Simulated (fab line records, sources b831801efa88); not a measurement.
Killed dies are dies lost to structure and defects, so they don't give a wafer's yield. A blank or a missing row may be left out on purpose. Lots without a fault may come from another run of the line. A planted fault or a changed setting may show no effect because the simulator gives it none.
Problem report in the 8D (eight disciplines) form, filled by code | flow gf180mcu | the parts of the form that need people (team, actions taken, sign-off) are left out

1. THE PROBLEM
STI_CVD_03_THK at GF_STI_THK_MEAS_04 reads a mean of 241.1 nm on 9 wafers of 3 lots; wafers without a fault read 205.8 nm with a standard deviation of 1.4. That is +25 standard deviations from the usual mean.
First seen on wafer L251.1, day 4 22:28, on film_metro-01. The record holds 39 wafers of 13 lots with a number at this step. Rule for "out", or "out of limits": more than 4 standard deviations from the usual mean. The other wafers with a number count as sound.

2. WHAT IT IS AND WHAT IT IS NOT
question                    | is                           | is not
which readings at this step | STI_CVD_03_THK               | -
which lots                  | L251, L252, L253             | L235, L236, L238, L239, L240, L243, L244, L255, L256, L257
which wafers of those lots  | all that have a number       | -
read on which gauges        | film_metro-01, film_metro-02 | film_metro-03
when                        | from day 4 22:28             | up to then (21 sound wafers); but 9 sound wafers of L255, L256, L257 came after

3. SUSPECTS, AND WHAT RULES EACH OUT
Counting: a tool at a process step up to the reading stays a suspect if it ran every lot that is out and no sound lot after the first of them.
- the gauge at GF_STI_THK_MEAS_04: ruled out. The wafers that are out were read on 2 gauges (film_metro-01, film_metro-02).
- lpcvd-02 at GF_STI_CVD_03 (deposits Si3N4 from DCS/NH3, target thk 207.16 nm, time 3551 s): kept. It ran every lot that is out, first L251 (day 4 20:29), and no sound lot after that; its last sound lot up to then is L244 (day 3 08:47). Its own readings are out on those wafers: spike_tc_bottom_C, spike_tc_upper_C, susceptor_temp_C.
Left after counting: lpcvd-02 at GF_STI_CVD_03.

4. THE CAUSE (what the simulator had put in)
Process parameter drift: lpcvd-02, from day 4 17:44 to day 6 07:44, at GF_STI_CVD_03. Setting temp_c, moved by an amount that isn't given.
Counting left only this tool.

5. THE CHAIN OF EFFECTS, in route order
Each row: a reading whose mean over the struck wafers that have a number lies more than 3 standard deviations from the usual. Only readings for which the record gives a usual standard deviation are gone through. hours: the time from each lot's start at the first step in this table that gives one to its start at this step, as a median over the lots. sigmas: the change in usual standard deviations.
hours | step               | reading           | usual      | on struck wafers | change | sigmas
0     | GF_STI_CVD_03      | spike_tc_bottom_C | 790.6 C    | 799.0            | +8.4   | +6.4
0     | GF_STI_CVD_03      | spike_tc_centre_C | 770.9 C    | 778.3            | +7.4   | +5.0
0     | GF_STI_CVD_03      | spike_tc_lower_C  | 770.5 C    | 779.4            | +8.9   | +5.3
0     | GF_STI_CVD_03      | spike_tc_top_C    | 782.3 C    | 789.0            | +6.7   | +3.5
0     | GF_STI_CVD_03      | spike_tc_upper_C  | 770.3 C    | 779.6            | +9.3   | +7.8
0     | GF_STI_CVD_03      | susceptor_temp_C  | 770.0 C    | 778.4            | +8.4   | +24
2     | GF_STI_THK_MEAS_04 | STI_CVD_03_THK    | 205.8 nm   | 241.1            | +35.3  | +25
16    | GF_STI_ETCH_13     | oes_product_au    | 0.830 a.u. | 0.907            | +0.077 | +14
The process steps in it:
- GF_STI_CVD_03: deposits Si3N4 from DCS/NH3, target thk 207.16 nm, time 3551 s.
- GF_STI_ETCH_13: etches the open film in CHF3/O2, stops on Si, target depth 282.31 nm, time 112.9 s.

6. WHAT WOULD HAVE CAUGHT IT SOONER
In this record the first reading out of limits at a measuring or inspecting step was taken at day 4 22:28, 5 hours after the fault began at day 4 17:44.
The tool's own readings at GF_STI_CVD_03 were out on every struck wafer that the step has a row for (spike_tc_bottom_C, spike_tc_upper_C, susceptor_temp_C): an alarm limit on them would have fired on the first of those.
Of the lots that are out (3), L252, L253 began GF_STI_CVD_03 on lpcvd-02 after day 4 22:28. A hold on the tool at that time would have spared those 2.
